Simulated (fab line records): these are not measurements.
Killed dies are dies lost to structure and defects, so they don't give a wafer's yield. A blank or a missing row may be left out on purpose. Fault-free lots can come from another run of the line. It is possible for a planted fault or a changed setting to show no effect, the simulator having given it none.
Matching of chambers + flow sky130 + 3 sister chambers for SKY_CAP2M_CVD_00 on pecvd-02
The step deposits SiO2, target thk 15.5 nm. 3 wafers are shown with their chamber, then 7 later ones without.

WAFERS PAIRED WITH THEIR CHAMBERS
| wafer  | chamber | heater-power-w (W) |
|--------|---------|--------------------|
| L923.6 | 2       | 740                |
| L927.4 | 0       | 593                |
| L929.4 | 1       | 942                |

WAFERS WHOSE CHAMBER IS MISSING
| wafer  | heater-power-w (W) |
|--------|--------------------|
| L929.5 | 834                |
| L933.3 | 819                |
| L933.4 | 583                |
| L933.5 | 798                |
| L936.2 | 656                |
| L936.3 | 836                |
| L936.5 | 823                |

THE CHAMBER EACH PASSED THROUGH
| wafer  | from the rows above          | in truth |
|--------|------------------------------|----------|
| L929.5 | can't be placed: 2 or 1 or 0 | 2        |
| L933.3 | can't be placed: 2 or 1 or 0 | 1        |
| L933.4 | can't be placed: 0 or 2      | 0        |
| L933.5 | can't be placed: 2 or 1 or 0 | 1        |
| L936.2 | can't be placed: 0 or 2      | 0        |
| L936.3 | can't be placed: 2 or 1 or 0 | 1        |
| L936.5 | can't be placed: 2 or 1 or 0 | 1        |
Placed correctly: 0 of 7. Cannot be placed on the basis of these rows: 7; the candidates contain the true chamber in 7. Wrongly placed: 0.
How it was worked out, from the rows above alone: a wafer's distance from a chamber is the root of the sum, over the readings, of the square of ((its reading less the chamber's mean) divided by the reading's scatter). If the next closest chamber is less than 2 further off than the closest, the wafer can't be placed; otherwise it belongs to the closest. The mean given for a chamber averages the wafers shown for that chamber. The scatter (one wafer shown for each chamber): square how far every hidden wafer sits from the nearest shown wafer, average those squares and take the square root.
